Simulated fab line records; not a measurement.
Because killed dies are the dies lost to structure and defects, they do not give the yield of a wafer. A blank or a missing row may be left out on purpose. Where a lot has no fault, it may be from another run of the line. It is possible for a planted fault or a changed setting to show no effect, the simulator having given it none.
Which tool did it? -- flow sky130 -- 36 wafers from 12 lots sampled at 2 of the route's 708 steps

WHAT EACH GAUGE READ, for each wafer
SKY_METAL2_THK_MEAS_06: measures by xrf.
lot,measured,on,METAL2_ALCU_THK (nm)
L075,day 34 02:58,film-metro-04,245 244 245
L077,day 34 19:22,film-metro-04,246 250 247
L079,day 35 16:37,film-metro-04,248 247 248
L081,day 36 07:40,film-metro-04,249 246 246
L083,day 37 01:38,film-metro-02,253 253 254
L085,day 37 12:22,film-metro-04,245 244 242
L087,day 38 08:00,film-metro-04,246 248 247
L089,day 38 23:03,film-metro-03,246 249 246
L091,day 39 11:25,film-metro-03,248 247 248
L094,day 40 08:38,film-metro-03,246 246 250
L095,day 40 12:22,film-metro-04,249 249 249
L097,day 40 23:11,film-metro-03,255 254 253

WHICH TOOL RAN EACH LOT (tool, then ch and the chambers of the sampled wafers, then the start)
lot,SKY_METAL1_SPUTTER_03
L075,"pvd-sputter-01, day 31 18:26"
L077,"pvd-sputter-01, day 32 10:36"
L079,"pvd-sputter-01, day 33 08:23"
L081,"pvd-sputter-04, day 34 00:27"
L083,"pvd-sputter-04, day 34 18:32"
L085,"pvd-sputter-02, day 35 05:10"
L087,"pvd-sputter-02, day 36 00:21"
L089,"pvd-sputter-04, day 36 16:23"
L091,"pvd-sputter-02, day 37 04:46"
L094,"pvd-sputter-01, day 38 03:34"
L095,"pvd-sputter-01, day 38 06:22"
L097,"pvd-sputter-02, day 38 18:25"
- SKY_METAL1_SPUTTER_03: material Ti, target thk 5 nm, time 3.3 s.

THE ANSWER, worked out from the rows above alone
Rule: what is usual is taken from the lots themselves. The widest of any qualifying gaps counts: lots, ordered by their means at a reading, are off when they make up no more than a third of the lots, leave a main group of 4 or more, and stand apart from it by 3 or more times the standard deviation of that group's means. A main group is skipped when, at the precision printed for the reading in the tables above, its means are all equal. A lot without any number at a reading at which 4 lots or more have one is off too. Where the step has rows for the other lots, those lots are counted as sound.
No lot is off on any of the readings shown, so nothing can be concluded from this.

WHAT THE SIMULATOR HAD PUT IN
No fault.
